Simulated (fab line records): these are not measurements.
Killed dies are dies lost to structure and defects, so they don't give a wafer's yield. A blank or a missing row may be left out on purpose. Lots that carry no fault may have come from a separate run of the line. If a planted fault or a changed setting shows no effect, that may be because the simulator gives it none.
Which tool was responsible?	flow sky130	Sampling: 7 lots, 21 wafers, 7 of 708 route steps

== WHAT EACH GAUGE READ, for each wafer ==
SKY_VIA4_BOW_MEAS_03.
lot	measured	on	VIA4_BOW (um)
L689	day 42 14:43	film metro-03	82 69 89
L693	day 43 21:43	film metro-02	83 85 76
L695	day 44 05:26	film metro-03	79 72 85
L697	day 44 19:16	film metro-03	75 63 78
L703	day 46 07:02	film metro-02	83 87 91
L710	day 48 03:38	film metro-03	70 84 87

== WHICH TOOL RAN EACH LOT (tool, then ch and the chambers of the sampled wafers, then the start) ==
lot	SKY_VIA3_STRIP_16	SKY_METAL4_SPUTTER_03	SKY_METAL4_ETCH_16	SKY_METAL4_ETCH_17	SKY_METAL4_METAL_ETCH_18	SKY_METAL4_STRIP_19
L689	plasma asher-02 ch 0,1, day 40 10:41	pvd sputter-01, day 40 12:02	rie metal-02 ch 1, day 42 13:11	rie diel-02 ch 1,2,3, day 42 13:23	rie metal-04 ch 1, day 42 13:25	plasma asher-01 ch 0, day 42 13:35
L693	plasma asher-02 ch 0,1, day 41 19:19	pvd sputter-03, day 41 20:40	rie metal-01 ch 1, day 43 20:08	rie diel-02 ch 0,1,2, day 43 20:20	rie metal-02 ch 0,1, day 43 20:22	plasma asher-01 ch 0,1, day 43 20:32
L695	plasma asher-04 ch 0,1, day 42 03:26	pvd sputter-01, day 42 04:46	rie metal-02 ch 0,1, day 44 03:46	rie diel-04 ch 0,2,3, day 44 03:52	rie metal-01 ch 1, day 44 03:57	plasma asher-01 ch 0,1, day 44 04:14
L697	plasma asher-04 ch 0,1, day 42 18:53	pvd sputter-01, day 42 20:14	rie metal-01 ch 0,1, day 44 17:51	rie diel-04 ch 0,1,3, day 44 17:57	rie metal-02 ch 0,1, day 44 17:58	plasma asher-03 ch 0,1, day 44 18:08
L701	plasma asher-04 ch 1, day 43 18:35	pvd sputter-04, day 43 19:55	rie metal-02 ch 0,1, day 45 17:18	rie diel-04 ch 1,2, day 45 17:24	rie metal-01 ch 0,1, day 45 17:25	plasma asher-01 ch 0, day 45 17:35
L703	plasma asher-04 ch 0,1, day 44 07:49	pvd sputter-01, day 44 09:10	rie metal-04 ch 0,1, day 46 05:31	rie diel-02 ch 0,1, day 46 05:37	rie metal-01 ch 0,1, day 46 05:38	plasma asher-04 ch 0,1, day 46 05:49
L710	plasma asher-02 ch 0,1, day 46 08:23	pvd sputter-04, day 46 09:43	rie metal-01 ch 0, day 48 02:08	rie diel-02 ch 0,2,3, day 48 02:17	rie metal-02 ch 0,1, day 48 02:19	plasma asher-04 ch 0,1, day 48 02:29
- SKY_VIA3_STRIP_16: strips in O2/N2.
- SKY_METAL4_SPUTTER_03: material Ti, target thk 5 nm, time 3.3 s.
- SKY_METAL4_ETCH_16: etches BARC in N2/H2, stops on SiO2, time 88.2 s, target depth 60 nm.
- SKY_METAL4_ETCH_17: etches SiO2 in C4F8/O2/Ar, stops on TiN, time 3.9 s, target depth 15 nm.
- SKY_METAL4_METAL_ETCH_18: etches the open film in Cl2/BCl3, stops on SiO2, target depth 845 nm, time 183.1 s.
- SKY_METAL4_STRIP_19: strips in O2/N2.

== THE ANSWER, worked out from the rows above alone ==
Rule: usual is defined by the lots themselves. The widest of any qualifying gaps counts: lots, ordered by their means at a reading, are off when they make up no more than a third of the lots, leave a main group of 4 or more, and stand apart from it by 3 or more times the standard deviation of that group's means. Not used: any main group whose means are identical at the precision the tables above print for the reading. Also off: a lot with no number at a reading for which 4 or more lots have one. All remaining lots with rows at the step are treated as sound.
No lot is off on any of the readings shown, so nothing can be concluded from this.

== WHAT WAS PUT IN BY THE SIMULATOR ==
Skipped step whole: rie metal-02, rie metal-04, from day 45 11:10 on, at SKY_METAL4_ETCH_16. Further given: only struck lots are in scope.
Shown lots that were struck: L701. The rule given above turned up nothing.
